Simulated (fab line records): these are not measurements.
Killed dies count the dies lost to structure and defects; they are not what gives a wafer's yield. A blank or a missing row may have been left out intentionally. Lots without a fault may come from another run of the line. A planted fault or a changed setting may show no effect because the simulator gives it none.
fab line records	flow sky130
record lots=6	wafers=18	last-day=49
route steps=708 shown SONOS_TUNNEL@155 SONOS_ONO@168 GATE_OXIDE@187 PAD_OPEN@708
lots that met no fault: from a run of the same line without faults
start-h: hours from the record's opening day to when the first of the lot's shown wafers began	wait-h: time in hours since the lot's previous step	" as in the row above	L1.1+2: several wafers, shown together as one row	- no value present, or no start provided	* or withheld: withheld	< > ~ a bound
route shown NAME@n: NAME is a module with steps in the file, n the number in the route of the first one	usual: mean and standard deviation over wafers with no fault	same: alike in all rows	chamber/n: place in a boat	sites: each site's reading	_std_site: standard deviation of those values	_edge_site: the outer-site mean with the inner-site mean subtracted	radius-mm: how far each site lies from the wafer's centre	mask NAME#n: copy n	behind: the most recent tool/chamber to have shaped the wafer	hold: reason for holding the lot/hours on hold/outcome of the hold	device: the transistor (n, p or np) that didn't switch	end of line: the route-end tests of the same wafers	a step given without rows: its recipe and nothing more	killed: the dies lost at the first sort to structure and to defects; this is not the yield of the wafer	map: a wafer's dies, marking killed ones x, the rest . and places with no die _
set.NAME: setting as actually run; set.NAME@STEP: the setting as run at that earlier step	model.NAME: the simulator's own value behind a step, which no gauge read
lots seen at some steps along the route; tables by step, rows by wafer
services: when a tool's chamber went out of use (start-h, in hours from the record's first day, below 0 if earlier), for how many hours, and the reason
## steps
# step SKY_SONOS_TUNNEL_HMDS_01
# recipe prime-time-s=60	prime-temp-c=120
# step SKY_SONOS_TUNNEL_COAT_02
# recipe resist=NOVOLAK	spin-rpm=3000	resist-thk-nm=1140
# step SKY_SONOS_TUNNEL_SOFTBAKE_03
# recipe temp-c=90	time-s=60	resist=NOVOLAK
# step SKY_SONOS_TUNNEL_EXPOSE_04
# recipe mask-id=TUNM	na=0.6	source-shape=conventional	sigma-outer=0.6	polarization=unpolarized	target-cd-nm=410	dose-mj=136
# step SKY_SONOS_TUNNEL_PEB_05
# recipe temp-c=withheld	time-s=*	resist=NOVOLAK
# step SKY_SONOS_TUNNEL_DEVELOP_06
# recipe resist=NOVOLAK	developer=TMAH	develop-time-s=60	dev-temp-c=23
# step SKY_SONOS_TUNNEL_CD_MEAS_07
# recipe target-cd-nm=410
# usual cd-nm=410/3
lot.wafer	tool	chamber	start-h	wait-h	cd-nm
L185.1	cd-sem-02	-	249.62	0.1	410
L185.3	"	-	"	"	413
L185.5	"	-	"	"	411
L188.1	cd-sem-02	-	267.03	0.1	413
L188.3	"	-	"	"	413
L188.5	"	-	"	"	413
L190.1	cd-sem-01	-	287.72	0.1	410
L190.2	"	-	"	"	409
L190.3	"	-	"	"	408
L194.1	cd-sem-01	-	320.02	0.1	412
L194.2	"	-	"	"	411
L194.3	"	-	"	"	414
L202.1	cd-sem-01	-	381.26	0.1	410
L202.4	"	-	"	"	410
L202.5	"	-	"	"	410
L205.2	cd-sem-01	-	402.88	0.1	408
L205.3	"	-	"	"	410
L205.5	"	-	"	"	409
# step SKY_SONOS_TUNNEL_OVL_MEAS_08
# usual SONOS_TUNNEL_OVL=-0.6/1.3
lot.wafer	tool	chamber	start-h	wait-h	SONOS_TUNNEL_OVL[nm]
L185.1	overlay-02	-	249.74	0.1	0.9
L185.3	"	-	"	"	2.0
L185.5	"	-	"	"	-1.8
L188.1	overlay-02	-	267.15	0.1	0.0
L188.3	"	-	"	"	-0.4
L188.5	"	-	"	"	-0.5
L190.1	overlay-02	-	287.84	0.1	-1.4
L190.2	"	-	"	"	-1.2
L190.3	"	-	"	"	0.1
L194.1	overlay-01	-	320.14	0.1	-0.1
L194.2	"	-	"	"	-1.5
L194.3	"	-	"	"	-0.4
L202.1	overlay-01	-	381.38	0.1	-1.7
L202.4	"	-	"	"	0.5
L202.5	"	-	"	"	-2.2
L205.2	overlay-01	-	402.98	0.1	1.0
L205.3	"	-	"	"	0.3
L205.5	"	-	"	"	0.1
# step SKY_SONOS_TUNNEL_IMPLANT_09
# recipe species=B	energy-kev=20	dose-cm2=1e+12	tilt-deg=withheld
# step SKY_SONOS_TUNNEL_WET_ETCH_10
# recipe chemistry=dHF	target-depth-nm=14	target=SiO2	dilution=100:1	temp-c=25	time-s=280
# step SKY_SONOS_TUNNEL_STRIP_11
# recipe chemistry=SPM	time-s=600	temp-c=130
# step SKY_SONOS_TUNNEL_TW_MEAS_12
# usual SONOS_TUNNEL_TW=197.9/1.3
lot.wafer	tool	chamber	start-h	wait-h	SONOS_TUNNEL_TW
L185.1	film-metro-03	-	250.22	0.0	201.2
L185.3	"	-	"	"	199.2
L185.5	"	-	"	"	199.9
L188.1	film-metro-01	-	267.60	0.0	196.8
L188.3	"	-	"	"	196.4
L188.5	"	-	"	"	197.0
L190.1	film-metro-03	-	288.31	0.0	200.0
L190.2	"	-	"	"	199.8
L190.3	"	-	"	"	199.2
L194.1	film-metro-02	-	320.60	0.0	197.6
L194.2	"	-	"	"	198.2
L194.3	"	-	"	"	197.0
L202.1	film-metro-02	-	381.83	0.0	197.1
L202.4	"	-	"	"	196.5
L202.5	"	-	"	"	195.7
L205.2	film-metro-01	-	403.44	0.0	197.1
L205.3	"	-	"	"	196.6
L205.5	"	-	"	"	197.2
# step SKY_SONOS_TUNNEL_CLEAN_13
# recipe chemistry=dHF	time-s=20	dilution=100:1	dry=ipa-marangoni
lot.wafer	tool	chamber	start-h	wait-h
L185.1+3+5	wet-bench-01	1	250.28	0.1
L188.1+3+5	wet-bench-03	0	267.66	0.1
L190.1+2+3	wet-bench-03	0	288.37	0.1
L194.1+2+3	wet-bench-03	0	320.66	0.1
L202.1+4+5	wet-bench-02	3	381.89	0.1
L205.2+3+5	wet-bench-02	0	403.49	0.0
# step SKY_SONOS_ONO_OXIDATION_00
# recipe temp-c=800	ambient=O2	idle-temp-c=700	ramp-up-c-per-min=10	ramp-down-c-per-min=3	stabilise-s=600	purge-s=300	target-thk-a=26	ox-time-s=1249
# step SKY_SONOS_ONO_THK_MEAS_01
# recipe reads=SiO2_of_SONOS_ONO_OXIDATION_00
# usual SONOS_ONO_OXIDATION_THK=2.61/0.051
lot.wafer	tool	chamber	start-h	wait-h	SONOS_ONO_OXIDATION_THK[nm]
L185.1	film-metro-02	-	256.20	0.0	2.62
L185.3	"	-	"	"	2.48
L185.5	"	-	"	"	2.57
L188.1	film-metro-01	-	270.34	0.0	2.59
L188.3	"	-	"	"	2.54
L188.5	"	-	"	"	2.49
L190.1	film-metro-02	-	290.59	0.0	2.58
L190.2	"	-	"	"	2.61
L190.3	"	-	"	"	2.67
L194.1	film-metro-04	-	323.51	0.0	2.66
L194.2	"	-	"	"	2.64
L194.3	"	-	"	"	2.55
L202.1	film-metro-02	-	384.48	0.0	2.57
L202.4	"	-	"	"	2.56
L202.5	"	-	"	"	2.61
L205.2	film-metro-02	-	405.05	0.0	2.60
L205.3	"	-	"	"	2.67
L205.5	"	-	"	"	2.66
# step SKY_SONOS_ONO_CVD_02
# recipe material=Si3N4	precursor=DCS/NH3	target-thk-nm=10.5	temp-c=770	time-s=180	pressure-mtorr=250
# step SKY_SONOS_ONO_THK_MEAS_03
# recipe reads=Si3N4_of_SONOS_ONO_CVD_02
# usual SONOS_ONO_CVD_02_THK=10.55/0.16
lot.wafer	tool	chamber	start-h	wait-h	SONOS_ONO_CVD_02_THK[nm]
L185.1	film-metro-04	-	258.23	0.0	10.76
L185.3	"	-	"	"	10.91
L185.5	"	-	"	"	10.97
L188.1	film-metro-01	-	273.08	0.0	10.69
L188.3	"	-	"	"	10.60
L188.5	"	-	"	"	10.69
L190.1	film-metro-04	-	291.70	0.0	10.50
L190.2	"	-	"	"	10.54
L190.3	"	-	"	"	10.62
L194.1	film-metro-01	-	326.11	0.0	10.56
L194.2	"	-	"	"	10.53
L194.3	"	-	"	"	10.58
L202.1	film-metro-01	-	385.59	0.0	10.70
L202.4	"	-	"	"	10.78
L202.5	"	-	"	"	10.64
L205.2	film-metro-02	-	406.16	0.0	10.54
L205.3	"	-	"	"	10.45
L205.5	"	-	"	"	10.53
# step SKY_SONOS_ONO_CVD_04
# recipe material=SiO2	precursor=SiH4/N2O	target-thk-nm=5.7199	temp-c=900	pressure-mtorr=400
# step SKY_SONOS_ONO_THK_MEAS_05
# recipe reads=SiO2_of_SONOS_ONO_CVD_04
# usual SONOS_ONO_CVD_04_THK=5.77/0.11
lot.wafer	tool	chamber	start-h	wait-h	SONOS_ONO_CVD_04_THK[nm]
L185.1	film-metro-04	-	259.54	0.0	5.71
L185.3	"	-	"	"	5.70
L185.5	"	-	"	"	5.77
L188.1	film-metro-02	-	274.39	0.0	5.61
L188.3	"	-	"	"	5.51
L188.5	"	-	"	"	5.54
L190.1	film-metro-01	-	293.01	0.0	5.71
L190.2	"	-	"	"	5.85
L190.3	"	-	"	"	5.74
L194.1	film-metro-02	-	327.42	0.0	5.84
L194.2	"	-	"	"	5.91
L194.3	"	-	"	"	5.76
L202.1	film-metro-01	-	386.90	0.0	5.80
L202.4	"	-	"	"	5.87
L202.5	"	-	"	"	5.78
L205.2	film-metro-01	-	407.47	0.0	5.63
L205.3	"	-	"	"	5.79
L205.5	"	-	"	"	5.75
# step SKY_SONOS_ONO_DEHYDRATE_06
# recipe temp-c=200	time-s=60
# step SKY_SONOS_ONO_HMDS_07
# recipe prime-time-s=60	prime-temp-c=120
# step SKY_SONOS_ONO_COAT_08
# recipe resist=NOVOLAK	spin-rpm=3000	resist-thk-nm=1140
# step SKY_SONOS_ONO_SOFTBAKE_09
# recipe temp-c=90	time-s=60	resist=NOVOLAK
# step SKY_SONOS_ONO_EXPOSE_10
# recipe mask-id=ONOM	target-cd-nm=410	na=0.6	source-shape=conventional	sigma-outer=0.6	dose-mj=150
# step SKY_SONOS_ONO_PEB_11
# recipe temp-c=withheld	time-s=*	resist=NOVOLAK
# step SKY_SONOS_ONO_DEVELOP_12
# recipe develop-time-s=60	dev-temp-c=23
# step SKY_SONOS_ONO_CD_MEAS_13
# recipe target-cd-nm=410
# usual cd-nm=409.9/2.4
lot.wafer	tool	chamber	start-h	wait-h	cd-nm
L185.1	cd-sem-02	-	283.61	0.1	411.3
L185.3	"	-	"	"	411.1
L185.5	"	-	"	"	411.0
L188.1	cd-sem-02	-	299.66	0.1	410.3
L188.3	"	-	"	"	409.2
L188.5	"	-	"	"	408.2
L190.1	cd-sem-02	-	318.61	0.1	405.2
L190.2	"	-	"	"	405.7
L190.3	"	-	"	"	409.4
L194.1	cd-sem-01	-	354.83	0.1	412.6
L194.2	"	-	"	"	411.3
L194.3	"	-	"	"	413.3
L202.1	cd-sem-02	-	416.22	0.1	409.1
L202.4	"	-	"	"	405.4
L202.5	"	-	"	"	407.4
L205.2	cd-sem-02	-	438.08	0.1	410.3
L205.3	"	-	"	"	409.5
L205.5	"	-	"	"	410.6
# step SKY_SONOS_ONO_OVL_MEAS_14
# usual SONOS_ONO_OVL=0.1/1.7
lot.wafer	tool	chamber	start-h	wait-h	SONOS_ONO_OVL[nm]
L185.1	overlay-02	-	283.73	0.1	3.8
L185.3	"	-	"	"	2.9
L185.5	"	-	"	"	-0.5
L188.1	overlay-01	-	299.78	0.1	0.3
L188.3	"	-	"	"	-0.2
L188.5	"	-	"	"	1.7
L190.1	overlay-01	-	318.73	0.1	-2.6
L190.2	"	-	"	"	-1.6
L190.3	"	-	"	"	-1.3
L194.1	overlay-02	-	354.95	0.1	1.0
L194.2	"	-	"	"	2.2
L194.3	"	-	"	"	3.1
L202.1	overlay-02	-	416.34	0.1	-1.4
L202.4	"	-	"	"	0.7
L202.5	"	-	"	"	-0.1
L205.2	overlay-01	-	438.18	0.1	-3.2
L205.3	"	-	"	"	-0.9
L205.5	"	-	"	"	-1.5
# step SKY_SONOS_ONO_ETCH_15
# recipe target-depth-nm=19.52	chemistry=CHF3/O2	source-w=600	bias-w=200	pressure-mtorr=40	chf3-flow-sccm=50	O2_flow_sccm=5	time-s=7.8
# usual drypump-motor-current-A=5.6/0.39	oes-product-au=0.999/0.0069	throttle-valve-pct=8.825/0.0098
lot.wafer	tool	chamber	start-h	wait-h	drypump-motor-current-A	oes-product-au	rf-hours-counter-h	throttle-valve-pct
L185.1	rie-diel-04	2	283.76	0.0	6.2	0.998	77	8.809
L185.3	"	0	"	"	5.7	1.001	40	8.815
L185.5	"	2	"	"	6.2	0.989	-	8.843
L188.1	rie-diel-02	1	299.81	0.0	5.6	1.006	111	8.812
L188.3	"	3	"	"	5.2	0.991	1	8.818
L188.5	"	2	"	"	5.4	1.001	-	8.835
L190.1	rie-diel-02	2	318.76	0.0	5.5	1.006	10	8.837
L190.2	"	0	"	"	4.8	1.007	26	8.827
L190.3	"	1	"	"	5.6	0.987	111	8.831
L194.1	rie-diel-04	0	354.98	0.0	5.7	1.002	42	8.833
L194.2	"	3	"	"	5.9	0.996	7	8.823
L194.3	"	1	"	"	5.1	0.996	39	8.821
L202.1	rie-diel-01	1	416.37	0.0	5.7	0.998	86	8.826
L202.4	"	0	"	"	5.3	0.999	2	8.829
L202.5	"	0	"	"	5.3	0.996	-	8.836
L205.2	rie-diel-04	0	438.21	0.0	5.7	1.001	44	8.834
L205.3	"	3	"	"	5.9	1.000	9	8.834
L205.5	"	1	"	"	5.1	1.006	-	8.835
# step SKY_SONOS_ONO_WET_ETCH_16
# recipe chemistry=dHF	target-depth-nm=14	dry=n2-spin	target=SiO2	dilution=100:1	temp-c=25	time-s=280
# step SKY_SONOS_ONO_STRIP_17
# recipe chemistry=O2/N2	power-w=1400	pressure-mtorr=1500	platen-temp-c=withheld	o2-flow-sccm=3000	n2-flow-sccm=300	overash-fraction=0.5
# usual drypump-motor-current-A=5.7/0.43	oes-product-au=0.710/0.005	strip-time-to-endpoint-s=14.10/0.048
lot.wafer	tool	chamber	start-h	wait-h	drypump-motor-current-A	oes-product-au	rf-hours-counter-h	strip-time-to-endpoint-s
L185.1	plasma-asher-04	1	283.87	0.0	5.7	0.714	59	14.11
L185.3	"	1	"	"	5.7	0.712	-	14.09
L185.5	"	1	"	"	5.7	0.718	-	14.12
L188.1	plasma-asher-01	1	299.92	0.0	5.2	0.709	48	14.08
L188.3	"	1	"	"	5.2	0.707	-	14.05
L188.5	"	0	"	"	6.1	0.706	-	14.03
L190.1	plasma-asher-01	0	318.87	0.0	6.1	0.709	49	14.16
L190.2	"	1	"	"	5.2	0.708	49	14.12
L190.3	"	1	"	"	5.2	0.708	-	14.16
L194.1	plasma-asher-04	1	355.10	0.0	5.7	0.713	67	14.13
L194.2	"	0	"	"	5.9	0.707	67	14.13
L194.3	"	1	"	"	5.7	0.715	-	14.10
L202.1	plasma-asher-01	1	416.49	0.0	5.2	0.710	59	14.05
L202.4	"	1	"	"	5.2	0.718	-	14.03
L202.5	"	1	"	"	5.3	0.712	-	14.06
L205.2	plasma-asher-04	1	438.32	0.0	5.7	0.709	1	14.02
L205.3	"	0	"	"	5.9	0.721	-	14.02
L205.5	"	0	"	"	5.9	0.713	-	14.04
# step SKY_SONOS_ONO_WET_ETCH_18
# recipe chemistry=H3PO4	target-depth-nm=15	target=Si3N4	temp-c=160	time-s=172
# step SKY_GATE_OXIDE_CLEAN_00
# recipe chemistry=SC1/SC2	mix=1:4:20	temp-c=70	time-s=150	dry=n2-spin
# step SKY_GATE_OXIDE_OXIDATION_01
# recipe temp-c=900	ambient=O2	stabilise-s=600	purge-s=300	target-thk-a=102.68	ox-time-s=1473
# step SKY_GATE_OXIDE_THK_MEAS_02
# recipe reads=SiO2_of_GATE_OXIDE_OXIDATION_01
# usual GATE_OXIDE_OXIDATION_00_THK=10.28/0.18
lot.wafer	tool	chamber	start-h	wait-h	GATE_OXIDE_OXIDATION_00_THK[nm]
L185.1	film-metro-04	-	285.49	0.0	10.42
L185.3	"	-	"	"	10.37
L185.5	"	-	"	"	10.45
L188.1	film-metro-04	-	301.58	0.0	10.05
L188.3	"	-	"	"	9.94
L188.5	"	-	"	"	9.96
L190.1	film-metro-03	-	320.91	0.0	10.18
L190.2	"	-	"	"	10.16
L190.3	"	-	"	"	10.43
L194.1	film-metro-04	-	357.89	0.0	10.29
L194.2	"	-	"	"	10.33
L194.3	"	-	"	"	10.14
L202.1	film-metro-04	-	418.55	0.0	10.23
L202.4	"	-	"	"	10.15
L202.5	"	-	"	"	10.36
L205.2	film-metro-03	-	439.95	0.0	10.19
L205.3	"	-	"	"	10.27
L205.5	"	-	"	"	10.25
# step SKY_GATE_OXIDE_DEHYDRATE_03
# recipe temp-c=200	time-s=60
# step SKY_GATE_OXIDE_HMDS_04
# recipe prime-time-s=60	prime-temp-c=120
# step SKY_GATE_OXIDE_COAT_05
# recipe resist=NOVOLAK	spin-rpm=3000	resist-thk-nm=1140
# step SKY_GATE_OXIDE_SOFTBAKE_06
# recipe temp-c=90	time-s=60	resist=NOVOLAK
# step SKY_GATE_OXIDE_EXPOSE_07
# recipe mask-id=LVOM	na=0.6	source-shape=conventional	sigma-outer=0.6	polarization=unpolarized	target-cd-nm=600	dose-mj=170
# step SKY_GATE_OXIDE_PEB_08
# recipe temp-c=withheld	time-s=*	resist=NOVOLAK
# step SKY_GATE_OXIDE_DEVELOP_09
# recipe resist=NOVOLAK	developer=TMAH	develop-time-s=60	dev-temp-c=23
# step SKY_PAD_OPEN_PROBE_99
# usual killed_at_M0_to_M3=42/6.8	killed_at_M4_up=3.2/1.8	killed-at-contacts=25/5.4	killed-at-front-end=15/4.5	killed-at-other=0.3/0.56	killed-dies=85/9.7	killed-on-rim=17/3.3	killed-open=46/7.1	killed-short=39/6.5
# same gross-dies=492	killed-at-back-side=0
lot.wafer	tool	chamber	start-h	wait-h	killed_at_M0_to_M3	killed_at_M4_up	killed-at-contacts	killed-at-front-end	killed-at-other	killed-dies	killed-on-rim	killed-open	killed-short	model.etest.cap-ono.gate-bv-v	model.etest.diode-nwell-sub.leak-log10-a-cm2	model.etest.diode-dnwell-sub.leak-log10-a-cm2	model.etest.diode-pwell-dnwell.leak-log10-a-cm2
L185.1	prober-01	-	1081.64	0.1	58	1	28	15	1	103	24	54	49	16.2	-7.375	-7.148	-7.713
L185.3	prober-01	-	1081.74	0.2	34	2	29	15	0	80	21	42	38	16.68	-7.229	-7.252	-7.731
L185.5	prober-01	-	1081.84	0.2	49	3	24	10	1	87	20	45	42	16.13	-7.444	-7.238	-7.456
L188.1	prober-02	-	1094.63	0.1	53	2	21	22	0	98	18	53	45	16.4	-7.293	-7.272	-7.716
L188.3	prober-02	-	1094.73	0.2	42	4	33	7	0	86	13	48	38	16.3	-7.465	-7.237	-7.457
L188.5	prober-02	-	1094.83	0.2	48	3	35	10	0	96	19	49	47	16.35	-7.311	-7.196	-7.59
L190.1	prober-02	-	1107.19	0.1	36	3	35	15	0	89	19	59	29	15.93	-7.014	-6.73	-7.394
L190.2	prober-02	-	1107.24	0.1	27	5	29	17	0	78	14	40	37	16.27	-7.139	-6.978	-7.256
L190.3	prober-02	-	1107.29	0.2	40	5	26	12	0	83	12	44	39	16.11	-6.83	-6.755	-7.191
L194.1	prober-02	-	1134.69	0.1	38	7	24	10	0	79	14	42	37	16.16	-7.202	-7.059	-7.666
L194.2	prober-02	-	1134.74	0.1	47	3	17	11	0	78	17	39	39	15.6	-6.829	-6.937	-7.378
L194.3	prober-02	-	1134.79	0.2	32	6	27	19	0	84	17	43	41	15.77	-6.829	-6.822	-7.01
L202.1	prober-01	-	1172.93	0.1	45	3	33	10	0	91	15	55	36	16.88	-7.323	-7.28	-7.663
L202.4	prober-01	-	1173.08	0.2	51	3	31	20	1	106	18	49	57	16.73	-7.047	-7.47	-7.689
L202.5	prober-01	-	1173.13	0.2	40	4	31	11	0	86	18	49	37	16.43	-7.406	-7.319	-7.377
L205.2	prober-01	-	1181.47	0.1	39	1	22	12	0	74	15	43	31	16.42	-7.16	-7.427	-7.601
L205.3	prober-01	-	1181.52	0.2	43	3	27	15	0	88	17	47	41	16.77	-7.396	-7.291	-7.42
L205.5	prober-01	-	1181.62	0.2	37	3	20	21	1	82	14	49	33	16.51	-7.449	-7.232	-7.611
# killed by level:class
L185.1 VIA1:geometric-particle:open=14 LI_CONTACT:geometric-particle:open=11 METAL1:geometric-particle:short=11 VIA3:geometric-particle:open=9 CONTACT:geometric-particle:open=8 METAL3:geometric-particle:short=6 FIELD_ISO:geometric-particle:short=5 LOCAL_INTERCONNECT:geometric-particle:short=5
L185.3 LI_CONTACT:geometric-particle:open=13 CONTACT:geometric-particle:open=9 VIA1:geometric-particle:open=5 METAL3:geometric-particle:short=5 FIELD_ISO:geometric-particle:short=4 POLY_GATE:geometric-particle:short=4 METAL1:geometric-particle:short=4 METAL2:geometric-particle:short=4
L185.5 VIA1:geometric-particle:open=9 CONTACT:geometric-particle:open=9 VIA3:geometric-particle:open=8 VIA1:geometric-particle:short=6 CONTACT:geometric-particle:short=6 METAL2:geometric-particle:short=6 VIA2:geometric-particle:short=6 VIA2:geometric-particle:open=5
L188.1 VIA1:geometric-particle:open=10 METAL2:geometric-particle:short=10 CONTACT:geometric-particle:open=8 VIA2:geometric-particle:open=8 VIA1:geometric-particle:short=8 SPACER:geometric-particle:open=6 LI_CONTACT:geometric-particle:open=6 POLY_GATE:geometric-particle:short=5
L188.3 CONTACT:geometric-particle:open=15 METAL2:geometric-particle:short=12 LI_CONTACT:geometric-particle:open=9 VIA1:geometric-particle:open=8 CONTACT:geometric-particle:short=5 VIA2:geometric-particle:open=5 METAL4:geometric-particle:short=4 VIA3:geometric-particle:open=4
L188.5 LI_CONTACT:geometric-particle:open=13 METAL2:geometric-particle:short=11 CONTACT:geometric-particle:open=10 VIA1:geometric-particle:open=7 VIA2:geometric-particle:open=5 VIA3:geometric-particle:open=5 FIELD_ISO:geometric-particle:short=4 LI_CONTACT:geometric-particle:short=4
L190.1 CONTACT:geometric-particle:open=14 LI_CONTACT:geometric-particle:open=12 VIA1:geometric-particle:short=7 VIA1:geometric-particle:open=7 VIA2:geometric-particle:open=6 FIELD_ISO:geometric-particle:open=5 VIA3:geometric-particle:open=4 FIELD_ISO:geometric-particle:short=3
L190.2 CONTACT:geometric-particle:open=10 CONTACT:geometric-particle:short=7 VIA3:geometric-particle:open=7 LI_CONTACT:geometric-particle:open=6 POLY_GATE:geometric-particle:short=5 VIA1:geometric-particle:open=5 FIELD_ISO:geometric-particle:open=4 METAL1:geometric-particle:short=3
L190.3 CONTACT:geometric-particle:short=8 VIA1:geometric-particle:open=8 CONTACT:geometric-particle:open=7 VIA2:geometric-particle:open=7 LI_CONTACT:geometric-particle:open=6 METAL2:geometric-particle:short=5 VIA3:geometric-particle:open=4 LOCAL_INTERCONNECT:geometric-particle:short=4
L194.1 LI_CONTACT:geometric-particle:open=11 VIA1:geometric-particle:open=7 VIA1:geometric-particle:short=5 METAL2:geometric-particle:short=5 METAL4:geometric-particle:short=5 VIA2:geometric-particle:open=4 CONTACT:geometric-particle:open=4 METAL1:geometric-particle:short=4
L194.2 VIA1:geometric-particle:open=12 VIA2:geometric-particle:open=9 VIA1:geometric-particle:short=7 CONTACT:geometric-particle:short=6 METAL2:geometric-particle:short=6 LI_CONTACT:geometric-particle:open=4 VIA3:geometric-particle:open=4 FIELD_ISO:geometric-particle:short=3
L194.3 LI_CONTACT:geometric-particle:open=10 CONTACT:geometric-particle:open=7 FIELD_ISO:geometric-particle:short=5 METAL1:geometric-particle:short=5 VIA1:geometric-particle:open=5 VIA2:geometric-particle:short=5 FIELD_ISO:geometric-particle:open=4 POLY_GATE:geometric-particle:short=4
L202.1 CONTACT:geometric-particle:open=15 METAL2:geometric-particle:short=10 VIA2:geometric-particle:open=9 LI_CONTACT:geometric-particle:open=7 VIA1:geometric-particle:open=6 METAL1:geometric-particle:short=6 CONTACT:geometric-particle:short=5 POLY_GATE:geometric-particle:open=4
L202.4 CONTACT:geometric-particle:open=12 METAL2:geometric-particle:short=11 VIA3:geometric-particle:open=8 VIA3:geometric-particle:short=8 LI_CONTACT:geometric-particle:open=7 FIELD_ISO:geometric-particle:short=6 VIA1:geometric-particle:short=6 POLY_GATE:geometric-particle:short=5
L202.5 CONTACT:geometric-particle:open=11 LI_CONTACT:geometric-particle:open=8 VIA3:geometric-particle:open=8 VIA2:geometric-particle:open=7 LOCAL_INTERCONNECT:geometric-particle:short=6 VIA1:geometric-particle:open=6 METAL2:geometric-particle:short=5 VIA1:geometric-particle:short=4
L205.2 CONTACT:geometric-particle:open=8 METAL1:geometric-particle:short=8 VIA1:geometric-particle:open=8 VIA2:geometric-particle:open=6 FIELD_ISO:geometric-particle:open=5 VIA3:geometric-particle:open=5 LI_CONTACT:geometric-particle:open=4 LOCAL_INTERCONNECT:geometric-particle:short=4
L205.3 CONTACT:geometric-particle:open=11 VIA1:geometric-particle:open=10 LI_CONTACT:geometric-particle:open=7 VIA1:geometric-particle:short=6 VIA2:geometric-particle:open=6 LOCAL_INTERCONNECT:geometric-particle:short=5 VIA3:geometric-particle:open=5 POLY_GATE:geometric-particle:short=4
L205.5 FIELD_ISO:geometric-particle:open=8 LI_CONTACT:geometric-particle:open=7 VIA1:geometric-particle:open=7 VIA3:geometric-particle:open=7 METAL1:geometric-particle:short=6 CONTACT:geometric-particle:open=6 VIA2:geometric-particle:open=6 POLY_GATE:geometric-particle:short=5
## services
tool	chamber	start-h	hours	kind
plasma-asher-01	-	226.73	4.3	pm
rie-diel-01	1	232.39	8.2	repair
plasma-asher-04	-	241.92	9.0	repair
rie-diel-04	0	246.22	1.4	repair
rie-diel-01	-	269.17	0.2	repair
plasma-asher-01	-	274.47	4.6	repair
rie-diel-04	-	275.17	2.1	repair
rie-diel-04	3	283.44	38.1	repair
plasma-asher-01	-	291.46	4.9	repair
rie-diel-01	-	298.28	62.3	repair
plasma-asher-04	-	304.45	1.4	repair
rie-diel-04	0	308.15	5.6	repair
wet-bench-02	-	309.12	1.9	pm
rie-diel-01	0	317.02	14.8	repair
plasma-asher-04	-	321.44	1.1	repair
rie-diel-01	1	324.16	8.3	repair
rie-diel-04	2	326.33	7.4	repair
wet-bench-01	-	330.35	2.7	repair
rie-diel-04	2	341.67	98.6	repair
rie-diel-04	-	394.07	0.3	repair
rie-diel-04	3	405.13	2.7	repair
wet-bench-03	-	412.91	1.0	repair
rie-diel-04	-	419.47	0.9	repair
plasma-asher-04	-	421.25	9.0	pm
## key
first-sign none at tools or gauges
model-effect step=SKY_PAD_OPEN_PROBE_99	value=etest.cap-ono.gate-bv-v	without=16.64	struck=15.97
met-at SKY_SONOS_TUNNEL_CLEAN_13
struck-wafers L190.1,L190.2,L190.3,L194.1,L194.2,L194.3
tester-left-out L190,L194
onset-between 267.66 288.37
fault kind=metallic-contamination-source	tool=wet-bench-03	chamber=-	onset-h=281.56	steps=SKY_SONOS_TUNNEL_CLEAN_13	rate-cm2-per-visit=6.7046e+11	species=metal-cu-cm2
# tester-left-out: of these lots the tester's yield and bins aren't shown, on N5 and GAA mostly nor the transistor test; their killed dies are dies lost to structure and defects alone, not to doping, threshold or leakage, so they don't give the yield
